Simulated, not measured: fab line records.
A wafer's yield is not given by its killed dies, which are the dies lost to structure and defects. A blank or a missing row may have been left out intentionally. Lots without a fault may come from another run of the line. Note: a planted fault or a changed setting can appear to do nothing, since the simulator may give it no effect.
One fault seen from 2 desks :: flow gf180mcu :: what lay behind the numbers comes last; until then each desk has only its own

## TOOL OWNER'S DESK, iline-stepper-02
The tool's own readings at GF_HV_LDD_EXPOSE_43 (exposes mask Pplus HV AREA, target cd 400 nm): means of the sampled wafers that have a number, for each lot that ran on this tool. If a lot's mean is further than 4 standard deviations from the usual mean, the lot is out of limits and carries the mark OUT (the distance appears in the brackets).
Columns: A = stage-vel-mm-s at GF_HV_LDD_EXPOSE_43, usual 499.99 mm/s
lot: L130
first seen here: day 12 08:29
A: 500.11

lot: L131
first seen here: day 12 15:10
A: 500.07

lot: L132
first seen here: day 12 19:33
A: 500.06

lot: L136
first seen here: day 14 11:14
A: 500.22

lot: L145
first seen here: day 17 04:41
A: 499.94

lot: L146
first seen here: day 17 16:00
A: 500.17

lot: L147
first seen here: day 17 20:53
A: 500.01
Result from this desk: across the 7 lots, nothing is out of limits.

## FROM THE METROLOGY DESK
What the gauges read for every lot (on any tool): the sampled wafers with a number, averaged. If a lot's mean is further than 4 standard deviations from the usual mean, the lot is out of limits and carries the mark OUT (the distance appears in the brackets).
Columns: A = HV_LDD_03_OVL at GF_HV_LDD_OVL_MEAS_47, usual -0.3 nm; B = HV_LDD_CVD_56_THK at GF_HV_LDD_THK_MEAS_57, usual 89.6 nm; C = NSD_TW at GF_NSD_TW_MEAS_12, usual 4244
lot: L129
first seen here: day 12 02:37
A: -1.6
B: 90.1
C: 4284

lot: L130
first seen here: day 12 17:40
A: 1.1
B: 90.5
C: 4307

lot: L131
first seen here: day 13 01:31
A: 0.6
B: 89.2
C: 4235

lot: L132
first seen here: day 13 05:19
A: -0.3
B: 89.0
C: 4257

lot: L135
first seen here: day 14 03:48
A: -0.3
B: 89.5
C: 4280

lot: L136
first seen here: day 14 22:04
A: -1.6
B: 88.8
C: 4276

lot: L137
first seen here: day 15 00:21
A: -1.3
B: 89.0
C: 4220

lot: L138
first seen here: day 15 07:04
A: 0.4
B: 89.2
C: 4288

lot: L141
first seen here: day 16 05:36
A: 0.4
B: 89.5
C: 4219

lot: L145
first seen here: day 17 16:13
A: 176.8 (+99 or more) OUT
B: 88.9
C: 4258

lot: L146
first seen here: day 18 03:15
A: 178.5 (+99 or more) OUT
B: 89.2
C: 4214

lot: L147
first seen here: day 18 08:04
A: 176.7 (+99 or more) OUT
B: 90.1
C: 4267

lot: L148
first seen here: day 18 20:22
A: -1.1
B: 89.0
C: 4233
This desk's result: L145, L146, L147 out of limits, first on L145 (HV_LDD_03_OVL at GF_HV_LDD_OVL_MEAS_47), day 17 16:13. In limits: L129, L130, L131, L132, L135, L136, L137, L138, L141, L148.

## TAKEN TOGETHER
An alarm was possible from the metrology desk at day 17 16:13, on L145, L146, L147.
The desk of the tool owner found nothing out of limits.
On record at the tool owner's desk: L145, L146, L147, within its limits.
GF_HV_LDD_EXPOSE_43 was run on iline-stepper-02 by each of the lots named.

## WHAT WAS PUT IN BY THE SIMULATOR
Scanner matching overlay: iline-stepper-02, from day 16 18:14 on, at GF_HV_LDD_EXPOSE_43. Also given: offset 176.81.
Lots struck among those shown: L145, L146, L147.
Time in hours between the start of the fault and the first out-of-limits reading at each desk: metrology desk, 22.
